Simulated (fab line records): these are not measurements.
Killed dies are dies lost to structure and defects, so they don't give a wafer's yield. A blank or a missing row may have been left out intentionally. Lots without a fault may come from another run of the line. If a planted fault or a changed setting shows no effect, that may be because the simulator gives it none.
A lot that was struck, set against a sound lot    flow sfq line    42 steps out of a route of 325
Sound: these wafers, L876.1, L876.2, L876.6. Struck: wafer L883.5 (L883.1, L883.3, from the same lot, were not struck and are left out); the cause is given at the end.
At each step with rows: each side's tool, then ch and its chambers, then its first start. Under that, the readings that differ: sound wafers    struck wafers    difference of the means    sigmas: that difference in standard deviations of wafers without a fault.
alike: a reading whose means differ by less than 2 such deviations, as well as words and numbers matching on both sides. not compared: withheld readings; readings where some wafer has no value; bounds like >300 that might hide an equal value; numbers whose values overlap and for which the record gives no deviation.
The two part at a step that has a row with sigmas, a row that says differs or no value, or rows on one side only. Numbers that don't overlap but have no deviation are shown without sigmas and don't part them. A reading that every wafer of one side lacks parts them only if that side has two wafers or more.

first, 3 steps without rows for these wafers: SFQ_TRILAYER_I4_VIA_LITHO_EXPOSE_104 (exposes mask I4, target cd 700 nm); SFQ_TRILAYER_I4_VIA_LITHO_PEB_106 (peb time 60 s); SFQ_TRILAYER_I4_VIA_LITHO_DEVELOP_105 (time 60 s).
SFQ_I4_OVL_MEAS_928:
  sound on overlay-02, day 45 00:08; struck on overlay-01, day 52 23:01
  alike: I4_OVL
then, 1 step without rows for these wafers: SFQ_TRILAYER_I4_VIA_BARC_OPEN_VIA_ETCH_146 (etches BARC in O2, target depth 125 nm, time 41.7 s).
SFQ_TRILAYER_I4_VIA_ETCH_VIA_ETCH_106: etches SiO2 in CHF3, stops on Nb, target depth 260 nm.
  sound on rie diel-02 ch 0,3, day 45 00:13; struck on rie diel-02 ch 2, day 52 23:06
reading                sound              struck  difference  sigmas
oes product au (a.u.)  0.855 0.853 0.857  0.840   -0.015      -3
  alike: bias w, drypump motor current A
then, 6 steps without rows for these wafers: SFQ_TRILAYER_I4_VIA_STRIP_STRIP_107 (strips in O2); SFQ_TRILAYER_I4_VIA_STRIP_SOLV_CLEAN_108 (cleans in NMP, time 600 s); SFQ_TRILAYER_JJ_TRILAYER_DEP_PRE_CLEAN_113 (time 22.5 s); SFQ_TRILAYER_JJ_TRILAYER_DEP_SPUTTER_109 (material Nb, target thk 150 nm, time 100 s); SFQ_TRILAYER_JJ_TRILAYER_DEP_SPUTTER_110 (material Al, target thk 8 nm, time 10 s); SFQ_TRILAYER_JJ_TRILAYER_DEP_AL_OXIDATION_111 (oxidation time 600 s).
SFQ_TRILAYER_JJ_TRILAYER_DEP_SPUTTER_112: material Nb, target thk 170 nm, time 113.3 s.
  sound on pvd sputter-04, day 45 02:13; struck on pvd sputter-06, day 53 01:07
reading                                                       sound                    struck  difference  sigmas
chamber pressure pa (Pa)                                      0.13363 0.13357 0.13356  0.133   -0.001      -2
model.Nb_of_TRILAYER_JJ_TRILAYER_DEP_SPUTTER_112.thk nm (nm)  170.4 171.2 173.8        202.1   +30.3       
  alike: base pressure pa, substrate temp c, throttle valve pct
SFQ_JJ_RS_MEAS_929: the measuring method here is four-point-probe.
  sound on film metro-01, day 45 02:18; struck on film metro-01, day 53 01:11
reading            sound              struck  difference  sigmas
JJ_NB_RS (ohm/sq)  1.047 1.045 1.026  0.882   -0.157      -14
then, 6 steps without rows for these wafers: SFQ_TRILAYER_JJ_CE_LITHO_COAT_119 (resist thk 62 nm); SFQ_TRILAYER_JJ_CE_LITHO_COAT_114 (resist thk 600 nm); SFQ_TRILAYER_JJ_CE_LITHO_SOFTBAKE_118; SFQ_TRILAYER_JJ_CE_LITHO_EXPOSE_115 (exposes mask J5, target cd 700 nm); SFQ_TRILAYER_JJ_CE_LITHO_PEB_117 (peb time 60 s); SFQ_TRILAYER_JJ_CE_LITHO_DEVELOP_116 (time 60 s).
SFQ_JJ_OVL_MEAS_931:
  sound on overlay-01, day 49 22:24; struck on overlay-02, day 54 02:43
  alike: J5_OVL
SFQ_TRILAYER_JJ_CE_METRO_MEASURE_117:
  sound on cd sem-02, day 49 22:26; struck on cd sem-02, day 54 02:46
  alike: cd nm
then, 11 steps without rows for these wafers: SFQ_TRILAYER_JJ_CE_BARC_OPEN_RIE_150 (chemistry O2, target BARC, target depth 240 nm, time 80 s); SFQ_TRILAYER_JJ_CE_ETCH_RIE_118 (chemistry SF6, target Nb, stops on Al2O3, time 97.7 s, target depth 170 nm); SFQ_TRILAYER_JJ_ANODIZE_ANODIZE_119; SFQ_TRILAYER_JJ_CE_STRIP_STRIP_120 (strips in O2); SFQ_TRILAYER_JJ_CE_STRIP_SOLV_CLEAN_121 (cleans in NMP, time 600 s); SFQ_TRILAYER_M5_LITHO_COAT_128 (resist thk 62 nm); SFQ_TRILAYER_M5_LITHO_COAT_123 (resist thk 600 nm); SFQ_TRILAYER_M5_LITHO_SOFTBAKE_127; SFQ_TRILAYER_M5_LITHO_EXPOSE_124 (exposes mask M5, target cd 700 nm); SFQ_TRILAYER_M5_LITHO_PEB_126 (peb time 60 s); SFQ_TRILAYER_M5_LITHO_DEVELOP_125 (time 60 s).
-- the record jumps here: 5 days lie between the struck wafers' starts before and after --
SFQ_M5_OVL_MEAS_932:
  sound on overlay-02, day 50 03:58; struck on overlay-02, day 58 19:31
  alike: M5_OVL
SFQ_TRILAYER_M5_BARC_OPEN_METAL_ETCH_161: etches BARC in O2, target depth 125 nm, time 41.7 s.
  sound on rie metal-03 ch 0,1, day 50 04:01; struck on rie metal-01 ch 1, day 58 19:33
  alike: bias w, drypump motor current A, he backside leak sccm, oes product au
  not compared: rf hours counter h
then, 1 step without rows for these wafers: SFQ_TRILAYER_M5_ETCH_METAL_ETCH_126 (etches Nb in Cl2/BCl3, stops on SiO2, time 203.2 s, target depth 265 nm).
SFQ_TRILAYER_M5_STRIP_STRIP_127: strips in O2.
  sound on rie metal-03 ch 0,1, day 50 04:16; struck on rie metal-01 ch 1, day 58 19:49
  alike: drypump motor current A, he backside leak sccm, oes product au
  not compared: rf hours counter h
then, 3 steps without rows for these wafers: SFQ_TRILAYER_M5_STRIP_SOLV_CLEAN_128 (cleans in NMP, time 600 s); SFQ_TRILAYER_A5B_DEP_PECVD_129 (deposits SiO2 from SiH4/N2O, time 133.33 s, target thk 600 nm); SFQ_TRILAYER_A5B_CMP_CMP_130 (polishes, stops on Nb, target thk 340.7 nm).
SFQ_TRILAYER_A5B_METRO_MEASURE_131:
  sound on film metro-03, day 50 12:50; struck on film metro-04, day 58 23:40
  alike: thk nm
SFQ_TRILAYER_R5_ETCH_METAL_ETCH_139: etches the open film in Cl2, stops on SiO2, target depth 60 nm, time 40 s.
  sound on rie metal-02 ch 0,1, day 55 21:09; struck on rie metal-03 ch 1, day 59 16:43
reading                                                       sound              struck  difference  sigmas
model.Nb_of_TRILAYER_JJ_TRILAYER_DEP_SPUTTER_112.thk nm (nm)  160.3 161.4 164.1  192.2   +30.3       
  alike: bias w, drypump motor current A, he backside leak sccm, oes product au
  not compared: rf hours counter h

== WHERE THEY PART ==
Earliest at SFQ_TRILAYER_I4_VIA_ETCH_VIA_ETCH_106; latest, in this record, at SFQ_JJ_RS_MEAS_929. Later steps at which nothing parts them and some readings are alike: SFQ_JJ_OVL_MEAS_931, SFQ_TRILAYER_JJ_CE_METRO_MEASURE_117, SFQ_M5_OVL_MEAS_932, SFQ_TRILAYER_M5_BARC_OPEN_METAL_ETCH_161, SFQ_TRILAYER_M5_STRIP_STRIP_127, SFQ_TRILAYER_A5B_METRO_MEASURE_131, SFQ_TRILAYER_R5_ETCH_METAL_ETCH_139.

WHY: what had been put in by the simulator
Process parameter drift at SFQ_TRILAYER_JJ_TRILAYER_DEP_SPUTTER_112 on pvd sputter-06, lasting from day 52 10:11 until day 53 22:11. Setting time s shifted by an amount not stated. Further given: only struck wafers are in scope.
